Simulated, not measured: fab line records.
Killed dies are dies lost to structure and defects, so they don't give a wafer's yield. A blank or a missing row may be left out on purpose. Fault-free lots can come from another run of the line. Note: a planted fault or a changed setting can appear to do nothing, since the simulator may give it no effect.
What tool caused it? | flow sky130 | 10 lots with 30 wafers sampled at 6 steps, on a route of 708 steps

== WHAT THE GAUGES READ, wafer by wafer ==
SKY_FIELD_ISO_BOW_MEAS_00. Usual: INCOMING_BOW -1 um, standard deviation 7.1.
lot  | measured    | on           | INCOMING_BOW (um) | flag
L313 | day 2 01:00 | filmMetro-02 | 14 6 6            | 
L314 | day 2 06:04 | filmMetro-03 | -7 -6 -2          | 
L315 | day 2 11:01 | filmMetro-04 | -1 -1 -3          | 
L317 | day 2 21:00 | filmMetro-02 | 2 -7 -2           | 
L319 | day 3 07:01 | filmMetro-04 | 7 -12 -10         | 
L320 | day 3 12:00 | filmMetro-03 | -4 -1 -12         | 
L321 | day 3 17:01 | filmMetro-02 | 0 -2 4            | 
L322 | day 3 22:00 | filmMetro-02 | -10 -14 -9        | 
L331 | day 5 19:00 | filmMetro-02 | -3 -2 3           | 
L333 | day 6 05:04 | filmMetro-03 | 8 7 0             | 

SKY_VT_ADJUST_LVTN_TW_MEAS_21. Usual: VT_ADJUST_LVTN_2_TW 187.5, standard deviation 1.3.
lot  | measured     | on           | VT_ADJUST_LVTN_2_TW           | flag
L313 | day 8 06:40  | filmMetro-01 | 187.7 188.9 189.3             | 
L314 | day 8 14:27  | filmMetro-03 | 185.9 186.2 185.6             | 
L315 | day 9 00:06  | filmMetro-03 | 185.8 185.8 185.5             | 
L317 | day 9 07:22  | filmMetro-03 | 185.8 185.6 185.1             | 
L319 | day 10 01:03 | filmMetro-01 | 190.1 190.0 188.8             | 
L320 | day 10 07:46 | filmMetro-02 | 189.5 188.8 188.6             | 
L321 | day 10 12:59 | filmMetro-01 | 30.3 30.2 30.2 30.0 30.2 30.3 | OFF
L322 | day 12 16:11 | filmMetro-02 | 187.7 187.3 187.8             | 
L331 | day 13 15:46 | filmMetro-02 | 187.6 186.9 187.8             | 
L333 | day 14 07:46 | filmMetro-02 | 187.3 188.1 188.7             | 

SKY_VT_ADJUST_NCORE_OVL_MEAS_08. Usual: VT_ADJUST_NCORE_OVL -0.4 nm, standard deviation 1.3.
lot  | measured     | on         | VT_ADJUST_NCORE_OVL (nm) | flag
L313 | day 9 03:31  | overlay-02 | -0.1 -0.8 -0.9           | 
L314 | day 9 11:59  | overlay-02 | 1.0 1.6 0.6              | 
L315 | day 9 21:32  | overlay-01 | -0.3 -0.3 0.0            | 
L317 | day 10 04:31 | overlay-01 | 0.4 0.2 0.8              | 
L319 | day 10 22:53 | overlay-02 | -1.3 -0.7 -2.3           | 
L320 | day 11 06:07 | overlay-01 | 1.7 -0.1 2.4             | 
L322 | day 13 17:19 | overlay-01 | -0.2 -1.5 -1.0           | 
L331 | day 14 16:28 | overlay-01 | -2.0 -2.8 -1.4           | 
L333 | day 15 10:38 | overlay-01 | -2.4 -2.1 0.2            | 

== WHAT TOOL EACH LOT RAN ON (gives the tool, then ch and the chambers of the sampled wafers, and finally the start) ==
lot  | SKY_FIELD_ISO_ETCH_14            | SKY_VT_ADJUST_LVTN_STRIP_09         | SKY_VT_ADJUST_LVTN_STRIP_20
L313 | rieDiel-01 ch 1,2,3, day 2 20:43 | plasmaAsher-03 ch 0,1, day 7 10:26  | plasmaAsher-01 ch 0,1, day 8 06:34
L314 | rieDiel-01 ch 1,2,3, day 3 02:18 | plasmaAsher-03 ch 0,1, day 7 18:04  | plasmaAsher-04 ch 0,1, day 8 14:22
L315 | rieDiel-02 ch 0,1, day 3 07:22   | plasmaAsher-01 ch 0,1, day 8 02:41  | plasmaAsher-03 ch 0,1, day 8 23:59
L317 | rieDiel-02 ch 0,2, day 3 15:17   | plasmaAsher-01 ch 0,1, day 8 10:05  | plasmaAsher-04 ch 0,1, day 9 07:16
L319 | rieDiel-02 ch 0,1, day 4 02:46   | plasmaAsher-01 ch 0,1, day 9 02:32  | plasmaAsher-01 ch 0,1, day 10 00:56
L320 | rieDiel-02 ch 0,1,3, day 4 08:34 | plasmaAsher-03 ch 0,1, day 9 09:29  | plasmaAsher-01 ch 0,1, day 10 07:40
L321 | rieDiel-04 ch 0,1,3, day 4 14:40 | plasmaAsher-01 ch 0,1, day 9 14:04  | plasmaAsher-03 ch 0,1, day 10 12:52
L322 | rieDiel-04 ch 0,1,2, day 6 01:59 | plasmaAsher-01 ch 0,1, day 11 16:05 | plasmaAsher-03 ch 0,1, day 12 16:05
L331 | rieDiel-02 ch 0,1,3, day 6 17:20 | plasmaAsher-01 ch 0,1, day 12 14:17 | plasmaAsher-01 ch 0,1, day 13 15:40
L333 | rieDiel-04 ch 2,3, day 7 05:22   | plasmaAsher-01 ch 0,1, day 13 06:07 | plasmaAsher-04 ch 0,1, day 14 07:40
- SKY_FIELD_ISO_ETCH_14: etches BARC in N2/H2, stops on SiO2, time 45.9 s, target depth 60 nm.
- SKY_VT_ADJUST_LVTN_STRIP_09: strips in O2/N2.
- SKY_VT_ADJUST_LVTN_STRIP_20: strips in O2/N2.

== AS READ BY THE TOOLS THEMSELVES (means over the sampled wafers that have a number; for cases with no such wafer, the mark the record gives instead) ==
SKY_FIELD_ISO_ETCH_14. Usual: drypumpMotorCurrentA 5.8 A, standard deviation 0.52; oesProductAu 0.853 a.u., standard deviation 0.0046; throttleValvePct 13.224 %, standard deviation 0.0092.
lot  | tool       | drypumpMotorCurrentA (A) | oesProductAu (a.u.) | throttleValvePct (%) | flag
L313 | rieDiel-01 | 5.9                      | 0.853               | 13.223               | 
L314 | rieDiel-01 | 5.9                      | 0.854               | 13.233               | 
L315 | rieDiel-02 | 5.8                      | 0.855               | 13.225               | 
L317 | rieDiel-02 | 5.1                      | 0.852               | 13.225               | 
L319 | rieDiel-02 | 5.3                      | 0.857               | 13.227               | 
L320 | rieDiel-02 | 5.8                      | 0.856               | 13.221               | 
L321 | rieDiel-04 | 5.5                      | 0.857               | 13.229               | 
L322 | rieDiel-04 | 5.8                      | 0.854               | 13.227               | 
L331 | rieDiel-02 | 5.7                      | 0.853               | 13.221               | 
L333 | rieDiel-04 | 5.4                      | 0.851               | 13.221               | 

SKY_VT_ADJUST_LVTN_STRIP_09. Usual: drypumpMotorCurrentA 6.2 A, standard deviation 0.35; oesProductAu 0.722 a.u., standard deviation 0.0047; stripTimeToEndpointS 36.99 s, standard deviation 0.12.
lot  | tool           | drypumpMotorCurrentA (A) | oesProductAu (a.u.) | stripTimeToEndpointS (s) | flag
L313 | plasmaAsher-03 | 5.9                      | 0.721               | 37.06                    | 
L314 | plasmaAsher-03 | 5.9                      | 0.725               | 37.13                    | 
L315 | plasmaAsher-01 | 6.3                      | 0.720               | 36.86                    | 
L317 | plasmaAsher-01 | 6.3                      | 0.723               | 36.87                    | 
L319 | plasmaAsher-01 | 6.3                      | 0.722               | 37.14                    | 
L320 | plasmaAsher-03 | 5.9                      | 0.723               | 36.95                    | 
L321 | plasmaAsher-01 | 6.4                      | 0.941               | -                        | OFF
L322 | plasmaAsher-01 | 6.3                      | 0.723               | 37.15                    | 
L331 | plasmaAsher-01 | 6.4                      | 0.723               | 36.99                    | 
L333 | plasmaAsher-01 | 6.3                      | 0.721               | 37.05                    | 

SKY_VT_ADJUST_LVTN_STRIP_20. Usual: drypumpMotorCurrentA 6.1 A, standard deviation 0.52; oesProductAu 0.715 a.u., standard deviation 0.0043; stripTimeToEndpointS 14.20 s, standard deviation 0.034.
lot  | tool           | drypumpMotorCurrentA (A) | oesProductAu (a.u.) | stripTimeToEndpointS (s) | flag
L313 | plasmaAsher-01 | 6.4                      | 0.711               | 14.19                    | 
L314 | plasmaAsher-04 | 6.2                      | 0.721               | 14.20                    | 
L315 | plasmaAsher-03 | 5.9                      | 0.711               | 14.22                    | 
L317 | plasmaAsher-04 | 5.7                      | 0.719               | 14.22                    | 
L319 | plasmaAsher-01 | 6.3                      | 0.714               | 14.19                    | 
L320 | plasmaAsher-01 | 6.4                      | 0.712               | 14.19                    | 
L321 | plasmaAsher-03 | 5.9                      | 0.717               | 34.61                    | OFF
L322 | plasmaAsher-03 | 5.8                      | 0.717               | 14.23                    | 
L331 | plasmaAsher-01 | 6.3                      | 0.718               | 14.26                    | 
L333 | plasmaAsher-04 | 6.2                      | 0.717               | 14.21                    | 

== THE ANSWER, worked out from the rows above alone ==
Rule: lot off if the mean of its wafers having a number is beyond 3 standard deviations from the usual mean. Also off: a lot with no number at a reading for which 4 or more lots have one. All remaining lots with rows at the step are treated as sound. After the gauges, taken in route order, come the tools' own readings; for these a lot's mean is taken, as printed above. The first step at which some lot is off is used, and at that step the reading that is off furthest; a lot without a number counts as furthest.
Off: at SKY_VT_ADJUST_LVTN_TW_MEAS_21 (VT_ADJUST_LVTN_2_TW), L321.
A tool fits if, at a process step before that reading, it ran every lot that is off, and no sound lot after the first of them. The gauges at SKY_VT_ADJUST_LVTN_TW_MEAS_21 aren't tried: what is off there is off at SKY_VT_ADJUST_LVTN_STRIP_09 too, on other tools, and a gauge's error can't cause that. Not one of the candidates tried fits.

== WHAT HAD BEEN PUT IN BY THE SIMULATOR ==
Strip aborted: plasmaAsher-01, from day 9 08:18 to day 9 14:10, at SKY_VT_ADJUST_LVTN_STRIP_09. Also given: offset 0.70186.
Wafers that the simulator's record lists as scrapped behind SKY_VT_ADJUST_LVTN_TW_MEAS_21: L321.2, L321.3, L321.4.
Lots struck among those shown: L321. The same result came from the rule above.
